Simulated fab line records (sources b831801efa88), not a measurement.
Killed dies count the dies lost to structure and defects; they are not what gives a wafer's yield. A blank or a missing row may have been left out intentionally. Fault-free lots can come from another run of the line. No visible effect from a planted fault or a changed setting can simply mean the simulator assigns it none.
What tool caused it? | flow sky130 | 6 lots, 18 wafers sampled, at 2 steps of a route of 708

## WHAT THE GAUGES SHOWED, per wafer
SKY_SONOS_TUNNEL_TW_MEAS_12.
lot  | measured     | on            | SONOS_TUNNEL_TW
L461 | day 12 06:42 | film-metro-01 | 195.1 194.7 193.9
L468 | day 14 15:04 | film-metro-04 | 185.7 186.4 187.0
L473 | day 16 07:33 | film-metro-03 | 194.5 195.2 195.0
L475 | day 17 00:16 | film-metro-04 | 200.4 200.0 200.7
L478 | day 18 08:25 | film-metro-01 | 195.2 194.6 195.2
L481 | day 19 05:04 | film-metro-01 | 196.4 195.1 197.0

## WHICH TOOL RAN EACH LOT (tool, then ch and the chambers of the sampled wafers, then the start)
lot  | SKY_SONOS_TUNNEL_IMPLANT_09
L461 | implanter-04 ch 0, day 12 06:17
L468 | implanter-04 ch 0, day 14 14:41
L473 | implanter-03 ch 0, day 16 07:09
L475 | implanter-03 ch 0, day 16 23:45
L478 | implanter-04 ch 0, day 18 08:02
L481 | implanter-02 ch 0, day 19 04:40
- SKY_SONOS_TUNNEL_IMPLANT_09

## THE ANSWER, worked out from the rows above alone
Rule: the lots themselves supply what counts as usual. The widest of any qualifying gaps counts: lots, ordered by their means at a reading, are off when they make up no more than a third of the lots, leave a main group of 4 or more, and stand apart from it by 3 or more times the standard deviation of that group's means. A main group whose means are all the same, to the digits that the tables above print for the reading, isn't used. A lot without any number at a reading at which 4 lots or more have one is off too. Any other lot the step has rows for is counted as sound.
Off: at SKY_SONOS_TUNNEL_TW_MEAS_12 (SONOS_TUNNEL_TW), L468. For the main group the mean is 196.2 and the standard deviation 2.2.
If a tool, at a process step before that reading, ran all the lots that are off and no sound lot after the first of them, it fits. Gauges at SKY_SONOS_TUNNEL_TW_MEAS_12: tried the same way as those tools. No candidate that was tried fits.

## WHAT WAS PUT IN BY THE SIMULATOR
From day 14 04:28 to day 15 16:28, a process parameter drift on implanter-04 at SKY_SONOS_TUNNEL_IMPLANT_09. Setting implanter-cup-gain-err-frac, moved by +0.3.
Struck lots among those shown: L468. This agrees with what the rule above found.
